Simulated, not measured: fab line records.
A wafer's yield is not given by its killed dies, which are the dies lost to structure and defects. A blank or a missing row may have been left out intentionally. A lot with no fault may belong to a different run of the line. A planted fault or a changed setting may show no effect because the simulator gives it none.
A lot that was struck, set against a sound lot | flow sky130 | 36 steps out of a route of 708
Sound: these wafers, L445.2, L445.3, L445.4. Struck: wafers L460.2, L460.5. (L460.1 of the same lot was not struck and is left out.) The cause comes at the end.
Per side, at each step with rows, come the tool, then ch with its chambers, and then its first start. Under that, the readings that differ: sound wafers | struck wafers | difference of the means | sigmas: that difference in standard deviations of wafers without a fault.
alike: words and numbers the same on both sides, and readings whose means are apart by under 2 such deviations; not compared: readings that were withheld, readings missing a value for some wafer, numbers with overlapping values and no deviation given by the record, and bounds like >300 which may hide the same value.
The two part at a step that has a row with sigmas, a row that says differs or no value, or rows on one side only. Numbers that don't overlap but have no deviation are shown without sigmas and don't part them. A reading missing from all wafers of one side parts the sides only when that side holds two or more wafers.

first, 9 steps without rows for these wafers: SKY_CAP2M_SPUTTER_02 (material TiN, target thk 200 nm, time 166.7 s); SKY_CAP2M_DEHYDRATE_05 (time 60 s); SKY_CAP2M_HMDS_06 (prime time 60 s); SKY_CAP2M_COAT_07 (resist thk 1140 nm); SKY_CAP2M_SOFTBAKE_08 (time 60 s); SKY_CAP2M_EXPOSE_09 (exposes mask CAP2M, target cd 1000 nm); SKY_CAP2M_PEB_10; SKY_CAP2M_DEVELOP_11 (develop time 60 s); SKY_CAP2M_METAL_ETCH_13 (etches TiN in Cl2/BCl3, stops on SiO2, target depth 220 nm, time 62.9 s).
SKY_CAP2M_STRIP_14: strips in O2/N2.
  sound on plasmaAsher-02 ch 0,1, day 42 07:35; struck on plasmaAsher-02 ch 0, day 46 10:13
  alike: drypumpMotorCurrentA, oesProductAu, stripTimeToEndpointS
  not compared: rfHoursCounterH
then, 25 steps without rows for these wafers: SKY_CAP2M_STRIP_15 (strips in post etch residue remover, time 1200 s); SKY_CAP2M_CLEAN_16 (cleans in IPA, time 180 s); SKY_CAP2M_CLEAN_17 (cleans in O3/DIW); SKY_METAL4_DEHYDRATE_05 (time 60 s); SKY_METAL4_HMDS_06 (prime time 60 s); SKY_METAL4_COAT_07 (resist thk 60 nm); SKY_METAL4_COAT_08 (resist thk 1140 nm); SKY_METAL4_SOFTBAKE_09 (time 90 s); SKY_METAL4_EXPOSE_10 (exposes mask MM4, target cd 300 nm); SKY_METAL4_PEB_11; SKY_METAL4_DEVELOP_12 (develop time 60 s); SKY_METAL4_DESCUM_15 (chemistry O2, time 8 s); SKY_METAL4_ETCH_16 (etches BARC in N2/H2, stops on SiO2, time 88.2 s, target depth 60 nm); SKY_METAL4_ETCH_17 (etches SiO2 in C4F8/O2/Ar, stops on TiN, time 3.9 s, target depth 15 nm); SKY_METAL4_METAL_ETCH_18 (etches the open film in Cl2/BCl3, stops on SiO2, target depth 845 nm, time 183.1 s); SKY_METAL4_STRIP_19 (strips in O2/N2); SKY_METAL4_STRIP_20 (strips in post etch residue remover, time 1200 s); SKY_METAL4_CLEAN_21 (cleans in IPA, time 180 s); SKY_METAL4_CLEAN_22 (cleans in O3/DIW); SKY_VIA4_HDPCVD_00 (deposits SiO2, target thk 1750 nm, time 291.7 s); SKY_VIA4_CMP_02 (polishes SiO2); SKY_VIA4_DEHYDRATE_04 (time 60 s); SKY_VIA4_HMDS_05 (prime time 60 s); SKY_VIA4_COAT_06 (resist thk 1140 nm); SKY_VIA4_SOFTBAKE_07 (time 60 s).
-- the record jumps here: 4 days lie between the struck wafers' starts before and after (it left off in module VIA4 and takes up again in module PAD_OPEN, whose first step shown is number 708 of the route) --
SKY_PAD_OPEN_PROBE_99:
  struck on prober-01, day 50 15:10; sound on prober-02, day 47 01:24
reading                               | sound             | struck      | difference | sigmas
defectLimitedYield (%)                | 82.3 83.7 76.0    | 75.6 75.8   | -5.0       | -2
killedAtOther                         | 1 0 0             | 40 38       | +39        | +72
killedDies                            | 87 80 118         | 120 119     | +24        | +2
sortNPass                             | 405 412 374       | 372 373     | -24        | -2
sortYieldPct (%)                      | 82.3 83.7 76.0    | 75.6 75.8   | -5.0       | -2
model.etest.tester.sortNPass          | 405 412 374       | 372 373     | -24        | 
model.etest.tester.sortYieldPct (%)   | 82.32 83.74 76.02 | 75.61 75.81 | -4.98      | 
model.etest.tester.sort_bin_3_pct (%) | 1.016 1.016 1.423 | 1.829 2.033 | +0.779     | 
  alike: killed_at_M0_to_M3, killed_at_M4_up, killedAtContacts, killedAtFrontEnd, killedOpen, killedShort, sort_bin_3_pad_short, sort_bin_5_function, sort_bin_6_memory
  not compared: model.etest.tester.sort_bin_5_pct

## WHERE THEY PART
SKY_PAD_OPEN_PROBE_99 only, going by this record.

WHY: the cause the simulator had injected
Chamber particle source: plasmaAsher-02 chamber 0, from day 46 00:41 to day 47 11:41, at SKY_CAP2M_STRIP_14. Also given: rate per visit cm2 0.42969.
